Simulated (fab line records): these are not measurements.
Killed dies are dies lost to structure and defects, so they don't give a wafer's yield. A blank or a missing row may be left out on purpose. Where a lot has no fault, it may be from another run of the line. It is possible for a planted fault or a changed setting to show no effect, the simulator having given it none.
Which tool was responsible? ; flow gf180mcu ; Sampling: 6 lots, 17 wafers, 4 of 602 route steps

## WHAT THE GAUGES READ, wafer by wafer
GF_M3_CD_MEAS_14 targets a cd of 280 nm.
lot;measured;on;cd nm (nm)
L294;day 21 14:38;cd sem-01;280.1 280.6 279.8
L296;day 22 06:43;cd sem-01;279.2 279.1 278.3
L298;day 23 04:50;cd sem-01;280.8 280.8 280.9
L300;day 23 19:38;cd sem-02;280.1 279.3 278.9
L309;day 26 19:29;cd sem-01;266.3 283.8
L312;day 28 04:40;cd sem-01;280.3 279.1 280.1

## EACH LOT AND THE TOOL THAT RAN IT (in order: tool; ch and the chambers of the sampled wafers; start)
lot;GF_M3_SPUTTER_01;GF_M3_SPUTTER_04;GF_M3_EXPOSE_11
L294;pvd sputter-03, day 20 14:04;pvd sputter-03, day 20 14:08;krf scanner-01 ch 0, day 21 02:57
L296;pvd sputter-03, day 21 06:56;pvd sputter-03, day 21 07:01;krf scanner-01 ch 0, day 21 18:53
L298;pvd sputter-01, day 22 06:19;pvd sputter-01, day 22 06:24;krf scanner-01 ch 0, day 22 17:39
L300;pvd sputter-01, day 22 21:17;pvd sputter-01, day 22 21:22;krf scanner-02 ch 0, day 23 08:55
L309;pvd sputter-02, day 25 23:31;pvd sputter-02, day 25 23:35;krf scanner-02 ch 0, day 26 10:04
L312;pvd sputter-03, day 27 08:25;pvd sputter-03, day 27 08:30;krf scanner-01 ch 0, day 27 18:50
- GF_M3_SPUTTER_01: material TiN, target thk 30 nm, time 25 s.
- GF_M3_SPUTTER_04: material TiN, target thk 50 nm, time 41.7 s.
- GF_M3_EXPOSE_11: exposes mask Metal3, target cd 280 nm.

## THE ANSWER, worked out from the rows above alone
Rule: the usual values come from the lots themselves. Put in order of their means at a reading, lots are off if they are a third of the lots or fewer, leave a main group of 4 or more, and stand apart from it by a gap of 3 or more times the standard deviation of the main group's means; of several such gaps the widest counts. A main group is skipped when, at the precision printed for the reading in the tables above, its means are all equal. Also off: a lot with no number at a reading for which 4 or more lots have one. Any other lot the step has rows for is counted as sound.
Off, at GF_M3_CD_MEAS_14 on cd nm: L309. For the main group the mean is 279.8 nm and the standard deviation 0.66.
If a tool, at a process step before that reading, ran all the lots that are off and no sound lot after the first of them, it fits. Those tools and the gauges at GF_M3_CD_MEAS_14 are tried in the same way. Can't be told from this: 2 tools fit, pvd sputter-02 at GF_M3_SPUTTER_01 and GF_M3_SPUTTER_04, krf scanner-02 at GF_M3_EXPOSE_11.

## WHAT THE SIMULATOR HAD INSERTED
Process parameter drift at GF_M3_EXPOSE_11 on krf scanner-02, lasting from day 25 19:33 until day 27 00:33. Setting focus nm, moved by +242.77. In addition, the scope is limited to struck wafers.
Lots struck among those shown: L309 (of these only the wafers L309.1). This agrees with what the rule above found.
